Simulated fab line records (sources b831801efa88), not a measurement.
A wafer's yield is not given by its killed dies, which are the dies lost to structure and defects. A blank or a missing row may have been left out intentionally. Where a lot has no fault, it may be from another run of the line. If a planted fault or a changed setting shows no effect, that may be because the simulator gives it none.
Matching of chambers / flow sfqLine / cmp-01 running SFQ_TRILAYER_I7_CMP_CMP_184: 4 sister chambers
The step polishes SiO2. 8 wafers are shown with their chamber, then 8 later ones without.

== WAFERS WITH THEIR CHAMBER ==
wafer=L830.2; chamber=3; motorCurrentA (A)=9.5; timeToEndpointS (s)=210
wafer=L841.1; chamber=1; motorCurrentA (A)=8.8; timeToEndpointS (s)=203
wafer=L841.2; chamber=0; motorCurrentA (A)=11.6; timeToEndpointS (s)=212
wafer=L841.6; chamber=1; motorCurrentA (A)=9.7; timeToEndpointS (s)=211
wafer=L842.1; chamber=3; motorCurrentA (A)=9.9; timeToEndpointS (s)=204
wafer=L842.2; chamber=2; motorCurrentA (A)=8.8; timeToEndpointS (s)=205
wafer=L842.4; chamber=0; motorCurrentA (A)=11.8; timeToEndpointS (s)=210
wafer=L847.4; chamber=2; motorCurrentA (A)=8.4; timeToEndpointS (s)=214

== WAFERS MISSING THEIR CHAMBER ==
wafer=L847.5; motorCurrentA (A)=11.4; timeToEndpointS (s)=226
wafer=L847.6; motorCurrentA (A)=9.2; timeToEndpointS (s)=225
wafer=L848.1; motorCurrentA (A)=12.6; timeToEndpointS (s)=222
wafer=L848.5; motorCurrentA (A)=12.4; timeToEndpointS (s)=232
wafer=L848.6; motorCurrentA (A)=9.5; timeToEndpointS (s)=226
wafer=L851.1; motorCurrentA (A)=12.6; timeToEndpointS (s)=218
wafer=L851.4; motorCurrentA (A)=8.3; timeToEndpointS (s)=218
wafer=L851.5; motorCurrentA (A)=11.1; timeToEndpointS (s)=223

== EACH ONE'S CHAMBER ==
wafer=L847.5; from the rows above=0; in truth=0
wafer=L847.6; from the rows above=can't be placed: 2 or 1 or 3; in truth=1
wafer=L848.1; from the rows above=0; in truth=0
wafer=L848.5; from the rows above=0; in truth=0
wafer=L848.6; from the rows above=can't be placed: 3 or 1 or 2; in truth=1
wafer=L851.1; from the rows above=0; in truth=0
wafer=L851.4; from the rows above=can't be placed: 2 or 1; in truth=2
wafer=L851.5; from the rows above=can't be placed: 0 or 3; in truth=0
4 of 8 placed correctly. These rows do not allow placing 4 (true chamber among the candidates in 4). Number placed wrongly: 0.
How it was worked out, from the rows above alone: a wafer's distance from a chamber is the root of the sum, over the readings, of the square of ((its reading less the chamber's mean) divided by the reading's scatter). The wafer belongs to the nearest chamber; if the next one is less than 2 further off, it can't be placed. Each chamber's mean is taken over the wafers shown for it. The scatter is the square root of a quotient: the sum, over the shown wafers, of each reading's squared deviation from its chamber's mean, divided by wafers minus chambers.
